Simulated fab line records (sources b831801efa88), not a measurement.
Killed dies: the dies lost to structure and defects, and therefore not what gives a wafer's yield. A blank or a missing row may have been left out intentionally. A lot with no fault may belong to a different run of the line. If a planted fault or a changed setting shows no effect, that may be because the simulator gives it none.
What tool caused it?    flow sky130    12 lots with 36 wafers sampled at 4 steps, on a route of 708 steps

## WHAT THE GAUGES READ, wafer by wafer
SKY_LDD_HVP_OVL_MEAS_07.
lot   measured      on          LDD_HVP_OVL (nm)
L358  day 21 10:18  overlay-01  -2.3 -4.8 0.1
L359  day 21 22:03  overlay-01  3.3 0.2 3.3
L361  day 22 10:49  overlay-02  -1.8 -1.0 -0.6
L362  day 22 20:31  overlay-02  -2.8 -2.0 -1.7
L364  day 23 16:04  overlay-02  -1.6 0.3 -0.8
L366  day 24 06:58  overlay-01  -2.3 1.2 0.0
L376  day 28 21:19  overlay-02  1.0 0.4 0.0
L375  day 28 22:22  overlay-01  1.1 -0.4 -0.4
L379  day 29 02:28  overlay-01  -0.2 -0.7 0.0
L378  day 29 03:22  overlay-01  0.4 1.3 0.5
L380  day 29 05:40  overlay-01  0.3 1.3 0.6
L381  day 29 19:43  overlay-02  -3.8 -3.0 -3.2

## WHICH TOOL RAN EACH LOT (tool, then ch and the chambers of the sampled wafers, then the start)
lot   SKY_DNWELL_STRIP_08                  SKY_NWELL_RTA_28                  SKY_VT_ADJUST_HVTP_IMPLANT_09
L358  plasma_asher-04 ch 0,1, day 3 01:39  rtp_anneal-02 ch 0, day 5 04:10   implanter-01 ch 0, day 5 22:28
L359  plasma_asher-02 ch 0,1, day 3 07:30  rtp_anneal-01 ch 0, day 5 10:25   implanter-01 ch 0, day 6 04:25
L361  plasma_asher-01 ch 0,1, day 3 17:07  rtp_anneal-02 ch 0, day 5 22:01   implanter-02 ch 0, day 6 16:14
L362  plasma_asher-02 ch 0,1, day 4 00:11  rtp_anneal-02 ch 0, day 6 04:59   implanter-02 ch 0, day 6 23:13
L364  plasma_asher-04 ch 0,1, day 4 12:56  rtp_anneal-01 ch 0, day 6 19:21   implanter-02 ch 0, day 7 15:19
L366  plasma_asher-02 ch 0,1, day 4 22:06  rtp_anneal-01 ch 0, day 7 05:29   implanter-01 ch 0, day 8 01:46
L376  plasma_asher-02 ch 0,1, day 7 14:28  rtp_anneal-01 ch 0, day 10 05:05  implanter-01 ch 0, day 11 04:17
L375  plasma_asher-04 ch 0,1, day 7 14:48  rtp_anneal-02 ch 0, day 10 06:07  implanter-01 ch 0, day 11 04:58
L379  plasma_asher-01 ch 1, day 7 22:25    rtp_anneal-01 ch 0, day 10 15:16  implanter-04 ch 0, day 11 13:57
L378  plasma_asher-04 ch 0,1, day 7 22:36  rtp_anneal-02 ch 0, day 10 15:35  implanter-04 ch 0, day 11 14:38
L380  plasma_asher-04 ch 0, day 8 06:16    rtp_anneal-02 ch 0, day 11 00:14  implanter-02 ch 0, day 11 23:33
L381  plasma_asher-02 ch 0,1, day 8 13:12  rtp_anneal-01 ch 0, day 11 07:08  implanter-02 ch 0, day 12 07:14
- SKY_DNWELL_STRIP_08: strips in O2/N2.
- SKY_NWELL_RTA_28: time 30 s.
- SKY_VT_ADJUST_HVTP_IMPLANT_09

## WHAT THE TOOLS THEMSELVES READ (means of the sampled wafers that have a number; where no wafer has one, the mark that the record gives instead)
SKY_DNWELL_STRIP_08.
lot   tool             drypump_motor_current_A (A)  oes_product_au (a.u.)  strip_time_to_endpoint_s (s)
L358  plasma_asher-04  5.47                         0.724                  36.87
L359  plasma_asher-02  5.74                         0.723                  37.16
L361  plasma_asher-01  5.32                         0.725                  36.90
L362  plasma_asher-02  5.65                         0.724                  36.79
L364  plasma_asher-04  5.49                         0.721                  36.99
L366  plasma_asher-02  5.65                         0.719                  37.00
L376  plasma_asher-02  5.74                         0.727                  36.91
L375  plasma_asher-04  5.45                         0.723                  37.01
L379  plasma_asher-01  5.32                         0.720                  36.85
L378  plasma_asher-04  5.56                         0.723                  37.06
L380  plasma_asher-04  5.59                         0.723                  36.88
L381  plasma_asher-02  5.65                         0.723                  36.97

SKY_NWELL_RTA_28.
lot   tool           anneal_temp_c_max  chamber_o2_ppm  lamp_power_pct (%)  ramp_down_c_per_s  wafer_temp_C_max
L358  rtp_anneal-02  1055.4             1.956           25.26               89.995             1054.7
L359  rtp_anneal-01  1055.7             2.023           25.30               89.977             1054.8
L361  rtp_anneal-02  1058.0             2.041           25.29               89.992             1055.1
L362  rtp_anneal-02  1057.7             2.015           25.30               90.000             1053.4
L364  rtp_anneal-01  1054.2             2.010           25.33               90.013             1054.1
L366  rtp_anneal-01  1055.7             2.044           25.30               89.996             1053.8
L376  rtp_anneal-01  1056.3             1.983           25.31               89.986             1054.9
L375  rtp_anneal-02  1055.7             2.000           25.31               90.010             1054.6
L379  rtp_anneal-01  1055.7             1.990           25.31               90.005             1054.8
L378  rtp_anneal-02  1056.7             1.998           25.34               89.991             1055.4
L380  rtp_anneal-02  1056.6             1.996           25.31               89.990             1054.8
L381  rtp_anneal-01  1055.5             2.011           25.26               89.979             1054.9

SKY_VT_ADJUST_HVTP_IMPLANT_09.
lot   tool          beam_energy_keV
L358  implanter-01  150.00
L359  implanter-01  149.99
L361  implanter-02  150.01
L362  implanter-02  150.03
L364  implanter-02  149.98
L366  implanter-01  149.98
L376  implanter-01  155.45
L375  implanter-01  155.51
L379  implanter-04  150.04
L378  implanter-04  149.97
L380  implanter-02  150.06
L381  implanter-02  150.02

## THE ANSWER, worked out from the rows above alone
Rule: the usual values come from the lots themselves. The widest of any qualifying gaps counts: lots, ordered by their means at a reading, are off when they make up no more than a third of the lots, leave a main group of 4 or more, and stand apart from it by 3 or more times the standard deviation of that group's means. A main group is skipped when, at the precision printed for the reading in the tables above, its means are all equal. Also off: a lot with no number at a reading for which 4 or more lots have one. All remaining lots with rows at the step are treated as sound. Order of review: gauges by route order, followed by the tools' own readings, for which a lot's mean as printed above is used. At the first step where some lot is off, the reading lying furthest off is the one used; lots without a number count as furthest.
Off: L376, L375, at SKY_VT_ADJUST_HVTP_IMPLANT_09 (beam_energy_keV). Main group: mean 150.01, sd 0.028.
If a tool, at that step or one of the process steps before it, ran each lot that is off and ran no sound lot following the first of them, it fits. One candidate fits, namely implanter-01 at SKY_VT_ADJUST_HVTP_IMPLANT_09. A fault onset in the window from L366 (day 8 01:46, its last sound lot) to L376 (day 11 04:17, its first lot off) fits.
The tool's own readings at SKY_VT_ADJUST_HVTP_IMPLANT_09 bear it out: on the lots that are off they differ by more than 5 times the standard deviation of the sound lots' means. beam_energy_keV reads 155.48 there against 150.01 on the sound lots.

## WHAT WAS PUT IN BY THE SIMULATOR
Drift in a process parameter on implanter-01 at SKY_VT_ADJUST_HVTP_IMPLANT_09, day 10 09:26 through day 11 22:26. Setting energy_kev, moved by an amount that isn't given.
Lots struck among those shown: L376, L375. This agrees with what the rule above found.
